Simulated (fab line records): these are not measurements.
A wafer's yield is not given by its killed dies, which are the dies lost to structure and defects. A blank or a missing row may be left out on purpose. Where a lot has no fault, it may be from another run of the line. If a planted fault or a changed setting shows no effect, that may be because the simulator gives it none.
fab line records	flow sky130
[record] lots = 5	wafers = 23
route steps=708 shown FIELD_ISO@9 NWELL@33 VT_ADJUST_NCORE@121 VT_ADJUST_PCH@151 SONOS_ONO@176
start-h: hours from the record's opening day to when the first of the lot's shown wafers began	wait-h: hours from the lot's prior step to this one	" identical to the entry in the row above	L1.1+2: several wafers, shown together as one row	- either no value or no given start	* or withheld: withheld	< > ~ a bound
route shown NAME@n: names a module that has steps shown in the file, with the first one's number in the route	usual: mean and standard deviation over wafers with no fault	same: alike in all rows	chamber/n: place in a boat	sites: the reading at each site	_std_site: standard deviation across them	_edge_site: outer sites' mean less inner sites'	radius-mm: how far each site lies from the wafer's centre	mask NAME#n: copy n	behind: the tool/chamber that last shaped the wafer	hold: cause of the lot's hold/its duration in hours/its outcome	device: names the non-switching transistor (n, p or np)	end of line: the route-end tests of the same wafers	a step without rows: its recipe alone	killed: at the first sort, the dies lost to defects and structure; wafer yield is something else	map: the dies of a wafer, with x for killed, . for not killed, _ for no die there
set.NAME: setting as actually run; set.NAME@STEP: the setting as run at that earlier step	model.NAME: the simulator's own value behind a step, which no gauge read
one table per step and one row per wafer, for lots whose settings were changed on purpose
[[steps]]
[step SKY_FIELD_ISO_COAT_08]
[recipe] resist = KrF-thick	spin-rpm = 3000	resist-thk-nm = 450
lot.wafer	tool	chamber	start-h	wait-h	set.resist-thk-nm	model.KrF-thick_of_FIELD_ISO_COAT_08.thk-nm
L074.1	litho-track-04	0	-	-	472.9	472.3
L074.2	"	0	"	"	450	450.4
L074.3	"	0	"	"	472.9	471.6
L074.4	"	0	"	"	450	450.9
L074.6	"	0	"	"	472.9	473.2
L075.1	litho-track-03	0	-	-	450	450.2
L075.2	"	0	"	"	450	450.3
L075.6	"	0	"	"	450	449.7
L077.1	litho-track-03	0	-	-	458.1	458.2
L077.2	"	0	"	"	450	449.3
L077.4	"	0	"	"	450	450.5
L077.5	"	0	"	"	450	447.8
L077.6	"	0	"	"	458.1	457.6
L079.1	litho-track-04	0	-	-	450	450.2
L079.2	"	0	"	"	423.4	423.1
L079.4	"	0	"	"	450	450.1
L079.5	"	0	"	"	450	449.4
L079.6	"	0	"	"	423.4	423.2
L083.1	litho-track-04	0	-	-	465.2	463.6
L083.2	"	0	"	"	450	448.6
L083.4	"	0	"	"	465.2	463.9
L083.5	"	0	"	"	450	449.5
L083.6	"	0	"	"	465.2	463.4
[step SKY_FIELD_ISO_SOFTBAKE_09]
[recipe] temp-c = 100.7	time-s = 90	resist = KrF-thick
[step SKY_FIELD_ISO_EXPOSE_10]
[recipe] mask-id = FOM	na = 0.68	source-shape = annular	sigma-inner = 0.4	sigma-outer = 0.8	target-cd-nm = 150	dose-mj = 28
[step SKY_FIELD_ISO_DEVELOP_12]
[recipe] develop-time-s = 60	resist = KrF-thick	dev-temp-c = 21
[step SKY_FIELD_ISO_ETCH_14]
[recipe] chemistry = N2/H2	target = BARC	ion-energy-ev = 200	source-w = 500	bias-w = 100	pressure-mtorr = 30	n2-flow-sccm = 100	h2-flow-sccm = 200	stop-on = SiO2	time-s = 45.9	target-depth-a = 600
lot.wafer	tool	chamber	start-h	wait-h	set.resist-thk-nm@FIELD_ISO_COAT_08	model.KrF-thick_of_FIELD_ISO_COAT_08.thk-nm
L074.1	rie-diel-01	2	28.05	0.1	472.9	415.2
L074.2	"	0	"	"	450	392.2
L074.3	"	1	"	"	472.9	413.4
L074.4	"	3	"	"	450	392.6
L074.6	"	1	"	"	472.9	415.3
L075.1+6	rie-diel-02	2,1	33.80	0.1	450	391.2
L075.2	"	1	"	"	450	391.8
L077.1	rie-diel-04	0	45.45	0.1	458.1	399.8
L077.2	"	3	"	"	450	391.3
L077.4	"	2	"	"	450	392.5
L077.5	"	0	"	"	450	389.2
L077.6	"	3	"	"	458.1	399.7
L079.1	rie-diel-04	3	55.20	0.1	450	392.5
L079.2	"	2	"	"	423.4	365.2
L079.4	"	1	"	"	450	393.5
L079.5	"	3	"	"	450	391.4
L079.6	"	0	"	"	423.4	364.5
L083.1	rie-diel-04	0	75.00	0.1	465.2	404.7
L083.2	"	2	"	"	450	390.7
L083.4	"	1	"	"	465.2	407.7
L083.5	"	2	"	"	450	391.6
L083.6	"	3	"	"	465.2	405
[step SKY_FIELD_ISO_ETCH_15]
[recipe] chemistry = CHF3/O2	target-depth-nm = 180	stop-on = Si	source-w = 600	bias-w = 200	pressure-mtorr = 40	chf3-flow-sccm = 50	O2_flow_sccm = 5	time-s = 72
lot.wafer	tool	chamber	start-h	wait-h	set.resist-thk-nm@FIELD_ISO_COAT_08	model.KrF-thick_of_FIELD_ISO_COAT_08.thk-nm
L074.1	rie-diel-01	2	28.09	0.0	472.9	260
L074.2	"	0	"	"	450	235
L074.3	"	1	"	"	472.9	256.1
L074.4	"	3	"	"	450	236.8
L074.6	"	1	"	"	472.9	258.1
L075.1	rie-diel-02	2	33.84	0.0	450	232.5
L075.2	"	1	"	"	450	234
L075.6	"	1	"	"	450	233.4
L077.1	rie-diel-04	0	45.49	0.0	458.1	240.3
L077.2	"	3	"	"	450	232.6
L077.4	"	2	"	"	450	234
L077.5	"	0	"	"	450	228.1
L077.6	"	3	"	"	458.1	241.5
L079.1	rie-diel-04	3	55.24	0.0	450	234.7
L079.2	"	2	"	"	423.4	206.9
L079.4	"	1	"	"	450	241.2
L079.5	"	3	"	"	450	233.8
L079.6	"	0	"	"	423.4	206
L083.1	rie-diel-04	0	75.04	0.0	465.2	245.2
L083.2	"	2	"	"	450	233.9
L083.4	"	1	"	"	465.2	255.9
L083.5	"	2	"	"	450	234
L083.6	"	3	"	"	465.2	246.5
[step SKY_FIELD_ISO_STRIP_16]
[recipe] chemistry = O2/N2	power-w = 1400	pressure-mtorr = 1500	platen-temp-c = withheld	o2-flow-sccm = 3000	n2-flow-sccm = 300	overash-fraction = 0.5
[usual] strip-time-to-endpoint-s = 3.54/0.05
lot.wafer	tool	chamber	start-h	wait-h	set.resist-thk-nm@FIELD_ISO_COAT_08	strip-time-to-endpoint-s
L074.1	plasma-asher-01	0	28.15	0.0	472.9	3.79
L074.2	"	1	"	"	450	3.54
L074.3	"	0	"	"	472.9	3.74
L074.4	"	1	"	"	450	3.56
L074.6	"	1	"	"	472.9	3.77
L075.1	plasma-asher-03	0	33.90	0.0	450	3.50
L075.2	"	1	"	"	450	3.52
L075.6	"	0	"	"	450	3.50
L077.1	plasma-asher-01	0	45.55	0.0	458.1	3.59
L077.2	"	1	"	"	450	3.51
L077.4	"	1	"	"	450	3.54
L077.5	"	1	"	"	450	3.46
L077.6	"	0	"	"	458.1	3.61
L079.1	plasma-asher-04	0	55.30	0.0	450	3.53
L079.2	"	1	"	"	423.4	3.23
L079.4	"	1	"	"	450	3.60
L079.5	"	1	"	"	450	3.52
L079.6	"	0	"	"	423.4	3.23
L083.1	plasma-asher-01	0	75.10	0.0	465.2	3.64
L083.2	"	1	"	"	450	3.52
L083.4	"	0	"	"	465.2	3.76
L083.5	"	0	"	"	450	3.52
L083.6	"	1	"	"	465.2	3.66
[step SKY_NWELL_OXIDATION_01]
[recipe] temp-c = 900	ambient = O2	stabilise-s = 600	purge-s = 300	target-thk-a = 100	ox-time-s = 1418
lot.wafer	tool	chamber	start-h	wait-h	set.temp-c	model.SiO2_of_NWELL_OXIDATION_01.thk-nm
L074.1	-	-	-	0.4	889	9.159
L074.2	"	-	"	"	889	8.945
L074.3	"	-	"	"	889	9.155
L074.4	"	-	"	"	889	8.979
L074.6	"	-	"	"	889	8.971
L075.1	furnace-01	0	39.04	0.0	900	9.839
L075.2	"	0	"	"	900	9.936
L075.6	"	0	"	"	900	10.07
L077.1	-	-	-	1.6	912	11.38
L077.2	"	-	"	"	912	11.5
L077.4	"	-	"	"	912	11.61
L077.5	"	-	"	"	912	11.45
L077.6	"	-	"	"	912	11.52
L079.1	-	-	-	1.6	900	9.967
L079.2+4	"	-	"	"	900	10.21
L079.5	"	-	"	"	900	10.08
L079.6	"	-	"	"	900	10.07
L083.1	-	-	-	0.6	911.4	11.4
L083.2	"	-	"	"	911.4	11.37
L083.4	"	-	"	"	911.4	11.42
L083.5	"	-	"	"	911.4	11.24
L083.6	"	-	"	"	911.4	11.51
[step SKY_NWELL_THK_MEAS_02]
[recipe] reads = SiO2_of_NWELL_OXIDATION_01
[usual] NWELL_OXIDATION_THK = 10.00/0.2
lot.wafer	tool	chamber	start-h	wait-h	set.temp-c@NWELL_OXIDATION_01	NWELL_OXIDATION_THK[nm]
L074.1	film-metro-04	-	-	-	889	9.19
L074.2	"	-	"	"	889	8.96
L074.3	"	-	"	"	889	9.14
L074.4	"	-	"	"	889	8.95
L074.6	"	-	"	"	889	8.98
L075.1	film-metro-01	-	40.44	0.0	900	9.85
L075.2	"	-	"	"	900	9.93
L075.6	"	-	"	"	900	10.12
L077.1	film-metro-01	-	-	-	912	11.33
L077.2	"	-	"	"	912	11.50
L077.4	"	-	"	"	912	11.63
L077.5	"	-	"	"	912	11.42
L077.6	"	-	"	"	912	11.49
L079.1	film-metro-01	-	-	-	900	9.98
L079.2	"	-	"	"	900	10.19
L079.4	"	-	"	"	900	10.23
L079.5	"	-	"	"	900	10.09
L079.6	"	-	"	"	900	10.03
L083.1	film-metro-02	-	-	-	911.4	11.45
L083.2	"	-	"	"	911.4	11.38
L083.4	"	-	"	"	911.4	11.45
L083.5	"	-	"	"	911.4	11.18
L083.6	"	-	"	"	911.4	11.48
[step SKY_NWELL_IMPLANT_11]
[recipe] species = P	energy-kev = 400	dose-cm2 = 1.9e+13	tilt-deg = withheld
lot.wafer	tool	chamber	start-h	wait-h	set.dose-cm2
L074.1+6	implanter-04	0	84.56	0.0	2.025e+13
L074.2+3+4	"	0	"	"	1.9e+13
L075.1+2+6	implanter-04	0	89.32	0.0	1.9e+13
L077.1+4	implanter-03	0	105.21	0.0	2.012e+13
L077.2+5+6	"	0	"	"	1.9e+13
L079.1+4+6	implanter-01	0	113.22	0.0	1.9e+13
L079.2+5	"	0	"	"	1.994e+13
L083.1+2+5	implanter-01	0	137.65	0.0	1.951e+13
L083.4+6	"	0	"	"	1.9e+13
[step SKY_NWELL_IMPLANT_13]
[recipe] species = P	energy-kev = 50	dose-cm2 = 7e+11	tilt-deg = withheld
lot.wafer	tool	chamber	start-h	wait-h	set.energy-kev	model.implant.rp-nm	model.implant.drp-nm
L074.1+3	implanter-04	0	84.86	0.1	50	60.67	25.55
L074.2+4+6	"	0	"	"	47.94	58.17	24.66
L075.1+2+6	implanter-04	0	89.62	0.1	50	61.49	25.55
L077.1+2+4	implanter-03	0	105.51	0.1	50	60.85	25.55
L077.5+6	"	0	"	"	52.73	64.2	26.71
L079.1+5	implanter-01	0	113.52	0.1	48.92	58.6	25.08
L079.2+4+6	"	0	"	"	50	59.89	25.55
L083.1+5+6	implanter-01	0	137.95	0.1	48.1	58.94	24.73
L083.2+4	"	0	"	"	50	61.28	25.55
[step SKY_NWELL_STRIP_14]
[recipe] chemistry = O2/N2	power-w = 1400	pressure-mtorr = 1500	platen-temp-c = withheld	o2-flow-sccm = 3000	n2-flow-sccm = 300	overash-fraction = 0.5
[step SKY_NWELL_TW_MEAS_15]
[usual] NWELL_TW = 1813/11
lot.wafer	tool	chamber	start-h	wait-h	set.dose-cm2@NWELL_IMPLANT_11	NWELL_TW
L074.1	film-metro-02	-	85.11	0.1	2.025e+13	1858
L074.2	"	-	"	"	1.9e+13	1815
L074.3	"	-	"	"	1.9e+13	1806
L074.4	"	-	"	"	1.9e+13	1810
L074.6	"	-	"	"	2.025e+13	1861
L075.1	film-metro-02	-	89.87	0.1	1.9e+13	1804
L075.2	"	-	"	"	1.9e+13	1812
L075.6	"	-	"	"	1.9e+13	1814
L077.1	film-metro-04	-	105.76	0.1	2.012e+13	1859
L077.2	"	-	"	"	1.9e+13	1814
L077.4	"	-	"	"	2.012e+13	1847
L077.5	"	-	"	"	1.9e+13	1821
L077.6	"	-	"	"	1.9e+13	1817
L079.1	film-metro-01	-	113.77	0.1	1.9e+13	1819
L079.2	"	-	"	"	1.994e+13	1841
L079.4	"	-	"	"	1.9e+13	1822
L079.5	"	-	"	"	1.994e+13	1835
L079.6	"	-	"	"	1.9e+13	1819
L083.1	film-metro-04	-	138.20	0.1	1.951e+13	1819
L083.2	"	-	"	"	1.951e+13	1838
L083.4	"	-	"	"	1.9e+13	1808
L083.5	"	-	"	"	1.951e+13	1832
L083.6	"	-	"	"	1.9e+13	1811
[step SKY_NWELL_CLEAN_27]
[recipe] chemistry = SC1/SC2	mix = 1:4:20	temp-c = 70	time-s = 150	dry = n2-spin
lot.wafer	tool	chamber	start-h	wait-h	set.time-s
L074.1+2+3+4+6	-	-	-	0.1	172.1
L075.1+2+6	wet-bench-03	0	106.53	0.1	150
L077.1+2+4+5+6	-	-	-	0.1	172.2
L079.1+2+4+5+6	-	-	-	0.1	160.9
L083.1+2+4+5+6	-	-	-	0.1	141.1
[step SKY_NWELL_RTA_28]
[recipe] temp-c = 1050	time-s = 30	idle-temp-c = 650	ramp-up-c-per-s = 150	ramp-down-c-per-s = 90	ambient = N2
[step SKY_NWELL_RS_MEAS_29]
[recipe] thk-meas-gauge = four-point-probe
[usual] NWELL_RS = 625.7/1.4
lot.wafer	tool	chamber	start-h	wait-h	set.dose-cm2@NWELL_IMPLANT_11	NWELL_RS[ohm/sq]
L074.1	film-metro-01	-	102.36	0.1	2.025e+13	603.8
L074.2	"	-	"	"	1.9e+13	623.3
L074.3	"	-	"	"	1.9e+13	623.4
L074.4	"	-	"	"	1.9e+13	623.9
L074.6	"	-	"	"	2.025e+13	602.9
L075.1	film-metro-01	-	106.68	0.1	1.9e+13	624.9
L075.2	"	-	"	"	1.9e+13	625.3
L075.6	"	-	"	"	1.9e+13	624.6
L077.1	film-metro-04	-	123.43	0.1	2.012e+13	605.8
L077.2	"	-	"	"	1.9e+13	628.6
L077.4	"	-	"	"	2.012e+13	608.1
L077.5	"	-	"	"	1.9e+13	627.9
L077.6	"	-	"	"	1.9e+13	627.9
L079.1	film-metro-04	-	132.16	0.1	1.9e+13	625.7
L079.2	"	-	"	"	1.994e+13	611.8
L079.4	"	-	"	"	1.9e+13	625.5
L079.5	"	-	"	"	1.994e+13	609.7
L079.6	"	-	"	"	1.9e+13	626.5
L083.1	film-metro-01	-	158.47	0.1	1.951e+13	615.4
L083.2	"	-	"	"	1.951e+13	614.7
L083.4	"	-	"	"	1.9e+13	625.0
L083.5	"	-	"	"	1.951e+13	613.8
L083.6	"	-	"	"	1.9e+13	625.6
[step SKY_VT_ADJUST_NCORE_COAT_02]
[recipe] resist = NOVOLAK	spin-rpm = 3000	resist-thk-nm = 1140
lot.wafer	tool	chamber	start-h	wait-h	set.spin-rpm	model.NOVOLAK_of_VT_ADJUST_NCORE_COAT_02.thk-nm
L074.1	litho-track-02	0	168.41	0.1	3000	1136
L074.2	"	0	"	"	3000	1138
L074.3	"	0	"	"	3000	1139
L074.4	"	0	"	"	3000	1137
L074.6	"	0	"	"	3000	1141
L075.1+6	litho-track-03	0	173.69	0.1	3000	1138
L075.2	"	0	"	"	3000	1137
L077.1	litho-track-03	0	193.09	0.1	2843	1179
L077.2	"	0	"	"	3000	1141
L077.4	"	0	"	"	2843	1174
L077.5	"	0	"	"	2843	1177
L077.6	"	0	"	"	3000	1142
L079.1	litho-track-04	0	201.38	0.1	2846	1172
L079.2	"	0	"	"	2846	1168
L079.4	"	0	"	"	2846	1173
L079.5	"	0	"	"	3000	1143
L079.6	"	0	"	"	3000	1141
L083.1	litho-track-02	0	232.01	0.1	3000	1145
L083.2	"	0	"	"	3000	1141
L083.4+5	"	0	"	"	3000	1144
L083.6	"	0	"	"	3000	1143
[step SKY_VT_ADJUST_NCORE_DEVELOP_06]
[recipe] resist = NOVOLAK	developer = TMAH	develop-time-s = 60	dev-temp-c = 23
lot.wafer	tool	chamber	start-h	wait-h	set.develop-time-s
L074.1+2	litho-track-02	0	177.81	0.1	63.41
L074.3+4+6	"	0	"	"	60
L075.1+2+6	litho-track-04	0	184.13	0.1	60
L077.1+2+4+5+6	litho-track-02	0	203.26	0.1	60
L079.1+2+5	litho-track-02	0	212.11	0.1	62.72
L079.4+6	"	0	"	"	60
L083.1+2+4+5+6	litho-track-03	0	243.59	0.1	60
[step SKY_VT_ADJUST_NCORE_IMPLANT_09]
[recipe] species = B	energy-kev = 10	dose-cm2 = 2.4e+12	tilt-deg = withheld
[step SKY_VT_ADJUST_NCORE_STRIP_10]
[recipe] chemistry = O2/N2	power-w = 1400	pressure-mtorr = 1500	platen-temp-c = withheld	o2-flow-sccm = 3000	n2-flow-sccm = 300	overash-fraction = 0.5
[usual] strip-time-to-endpoint-s = 14.18/0.039
lot.wafer	tool	chamber	start-h	wait-h	set.spin-rpm@VT_ADJUST_NCORE_COAT_02	strip-time-to-endpoint-s
L074.1	plasma-asher-04	1	178.27	0.1	3000	14.14
L074.2	"	0	"	"	3000	14.15
L074.3	"	0	"	"	3000	14.16
L074.4	"	1	"	"	3000	14.13
L074.6	"	0	"	"	3000	14.19
L075.1	plasma-asher-02	0	184.58	0.1	3000	14.15
L075.2	"	1	"	"	3000	14.14
L075.6	"	0	"	"	3000	14.15
L077.1	plasma-asher-02	1	203.72	0.1	2843	14.61
L077.2	"	0	"	"	3000	14.19
L077.4	"	0	"	"	2843	14.53
L077.5	"	1	"	"	2843	14.57
L077.6	"	0	"	"	3000	14.19
L079.1	plasma-asher-01	0	212.58	0.1	2846	14.53
L079.2	"	1	"	"	2846	14.48
L079.4	"	0	"	"	2846	14.52
L079.5	"	1	"	"	3000	14.20
L079.6	"	0	"	"	3000	14.19
L083.1	plasma-asher-02	0	244.04	0.1	3000	14.24
L083.2	"	1	"	"	3000	14.19
L083.4	"	0	"	"	3000	14.21
L083.5	"	0	"	"	3000	14.22
L083.6	"	1	"	"	3000	14.19
[step SKY_VT_ADJUST_PCH_IMPLANT_08]
[recipe] species = B	energy-kev = 10	dose-cm2 = 5e+11	tilt-deg = withheld
lot.wafer	tool	chamber	start-h	wait-h	set.energy-kev	model.implant.rp-nm	model.implant.drp-nm
L074.1+2+3+4+6	implanter-03	0	221.42	0.0	10	33.79	17.11
L075.1+2+6	implanter-02	0	227.77	0.0	10	33.25	17.11
L077.1+6	implanter-02	0	249.22	0.0	10	33.59	17.11
L077.2+4+5	"	0	"	"	10.56	35.45	17.78
L079.1+4+5	implanter-01	0	257.97	0.0	10	33.51	17.11
L079.2+6	"	0	"	"	10.35	34.67	17.53
L083.1+4+5	implanter-01	0	286.91	0.0	10.53	34.4	17.74
L083.2+6	"	0	"	"	10	32.69	17.11
[step SKY_SONOS_ONO_COAT_08]
[recipe] resist = NOVOLAK	spin-rpm = 3000	resist-thk-nm = 1140
lot.wafer	tool	chamber	start-h	wait-h	set.resist-thk-nm	model.NOVOLAK_of_SONOS_ONO_COAT_08.thk-nm
L074.1	litho-track-03	0	302.14	0.1	1166	1170
L074.2+3	"	0	"	"	1140	1142
L074.4	"	0	"	"	1166	1168
L074.6	"	0	"	"	1140	1140
L075.1	litho-track-02	0	302.71	0.1	1140	1143
L075.2	"	0	"	"	1140	1144
L075.6	"	0	"	"	1140	1145
L077.1	litho-track-04	0	303.68	0.1	1094	1101
L077.2	"	0	"	"	1094	1096
L077.4	"	0	"	"	1094	1097
L077.5	"	0	"	"	1140	1147
L077.6	"	0	"	"	1140	1144
L079.1+5	litho-track-02	0	303.91	0.1	1207	1207
L079.2	"	0	"	"	1140	1137
L079.4	"	0	"	"	1140	1140
L079.6	"	0	"	"	1207	1206
L083.1+6	litho-track-02	0	329.66	0.1	1140	1137
L083.2	"	0	"	"	1166	1162
L083.4	"	0	"	"	1140	1139
L083.5	"	0	"	"	1166	1161
[step SKY_SONOS_ONO_SOFTBAKE_09]
[recipe] temp-c = 90	time-s = 60	resist = NOVOLAK
[step SKY_SONOS_ONO_EXPOSE_10]
[recipe] mask-id = ONOM	target-cd-nm = 410	na = 0.6	source-shape = conventional	sigma-outer = 0.6	dose-mj = 150
[step SKY_SONOS_ONO_ETCH_15]
[recipe] target-depth-nm = 19.52	chemistry = CHF3/O2	source-w = 600	bias-w = 200	pressure-mtorr = 40	chf3-flow-sccm = 50	O2_flow_sccm = 5	time-s = 7.8
[step SKY_SONOS_ONO_WET_ETCH_16]
[recipe] chemistry = dHF	target-depth-nm = 14	dry = n2-spin	target = SiO2	dilution = 100:1	temp-c = 25	time-s = 280
[step SKY_SONOS_ONO_STRIP_17]
[recipe] chemistry = O2/N2	power-w = 1400	pressure-mtorr = 1500	platen-temp-c = withheld	o2-flow-sccm = 3000	n2-flow-sccm = 300	overash-fraction = 0.5
[usual] strip-time-to-endpoint-s = 14.11/0.045
lot.wafer	tool	chamber	start-h	wait-h	set.resist-thk-nm@SONOS_ONO_COAT_08	strip-time-to-endpoint-s
L074.1	plasma-asher-03	1	316.23	0.0	1166	14.39
L074.2	"	0	"	"	1140	14.13
L074.3	"	1	"	"	1140	14.12
L074.4	"	0	"	"	1166	14.39
L074.6	"	0	"	"	1140	14.09
L075.1	plasma-asher-02	1	316.80	0.0	1140	14.13
L075.2	"	0	"	"	1140	14.15
L075.6	"	0	"	"	1140	14.17
L077.1	plasma-asher-04	1	317.73	0.0	1094	13.63
L077.2	"	0	"	"	1094	13.58
L077.4	"	0	"	"	1094	13.61
L077.5	"	0	"	"	1140	14.17
L077.6	"	1	"	"	1140	14.15
L079.1	plasma-asher-03	1	318.19	0.0	1207	14.84
L079.2	"	0	"	"	1140	14.07
L079.4	"	0	"	"	1140	14.09
L079.5	"	0	"	"	1207	14.83
L079.6	"	1	"	"	1207	14.84
L083.1	plasma-asher-04	1	344.49	0.0	1140	14.07
L083.2	"	0	"	"	1166	14.36
L083.4	"	1	"	"	1140	14.09
L083.5	"	1	"	"	1166	14.35
L083.6	"	0	"	"	1140	14.05
[[key]]
[split] step = SKY_FIELD_ISO_COAT_08	setting = resist-thk-nm	stated = 450	by = wafer
[response] step = SKY_FIELD_ISO_COAT_08	reading = model.KrF-thick_of_FIELD_ISO_COAT_08.thk-nm	change = +4.42	per = 1%	r = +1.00
[response] step = SKY_FIELD_ISO_ETCH_14	reading = model.KrF-thick_of_FIELD_ISO_COAT_08.thk-nm	change = +4.52	per = 1%	r = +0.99
[response] step = SKY_FIELD_ISO_ETCH_15	reading = model.KrF-thick_of_FIELD_ISO_COAT_08.thk-nm	change = +4.75	per = 1%	r = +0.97
[response] step = SKY_FIELD_ISO_STRIP_16	reading = strip-time-to-endpoint-s	change = *	per = 1%	r = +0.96
[split] step = SKY_NWELL_OXIDATION_01	setting = temp-c	stated = 900	by = lot
[response] step = SKY_NWELL_OXIDATION_01	reading = model.SiO2_of_NWELL_OXIDATION_01.thk-nm	change = +0.967	per = 1%	r = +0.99
[response] step = SKY_NWELL_THK_MEAS_02	reading = NWELL_OXIDATION_THK	change = +0.964	per = 1%	r = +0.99
[split] step = SKY_NWELL_IMPLANT_11	setting = dose-cm2	stated = 1.9e+13	by = wafer
[response] step = SKY_NWELL_TW_MEAS_15	reading = NWELL_TW	change = +6.14	per = 1%	r = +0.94
[response] step = SKY_NWELL_RS_MEAS_29	reading = NWELL_RS	change = -3.3	per = 1%	r = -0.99
[split] step = SKY_NWELL_IMPLANT_13	setting = energy-kev	stated = 50	by = wafer
[response] step = SKY_NWELL_IMPLANT_13	reading = model.implant.rp-nm	change = +0.612	per = 1%	r = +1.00
[response] step = SKY_NWELL_IMPLANT_13	reading = model.implant.drp-nm	change = +0.214	per = 1%	r = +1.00
[split] step = SKY_NWELL_CLEAN_27	setting = time-s	stated = 150	by = lot
response none clear
[split] step = SKY_VT_ADJUST_NCORE_COAT_02	setting = spin-rpm	stated = 3000	by = wafer
[response] step = SKY_VT_ADJUST_NCORE_COAT_02	reading = model.NOVOLAK_of_VT_ADJUST_NCORE_COAT_02.thk-nm	change = -6.14	per = 1%	r = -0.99
[response] step = SKY_VT_ADJUST_NCORE_STRIP_10	reading = strip-time-to-endpoint-s	change = *	per = 1%	r = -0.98
[split] step = SKY_VT_ADJUST_NCORE_DEVELOP_06	setting = develop-time-s	stated = 60	by = wafer
response none clear
[split] step = SKY_VT_ADJUST_PCH_IMPLANT_08	setting = energy-kev	stated = 10	by = wafer
[response] step = SKY_VT_ADJUST_PCH_IMPLANT_08	reading = model.implant.rp-nm	change = +0.327	per = 1%	r = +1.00
[response] step = SKY_VT_ADJUST_PCH_IMPLANT_08	reading = model.implant.drp-nm	change = +0.119	per = 1%	r = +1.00
[split] step = SKY_SONOS_ONO_COAT_08	setting = resist-thk-nm	stated = 1140	by = wafer
[response] step = SKY_SONOS_ONO_COAT_08	reading = model.NOVOLAK_of_SONOS_ONO_COAT_08.thk-nm	change = +11.6	per = 1%	r = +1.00
[response] step = SKY_SONOS_ONO_STRIP_17	reading = strip-time-to-endpoint-s	change = *	per = 1%	r = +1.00
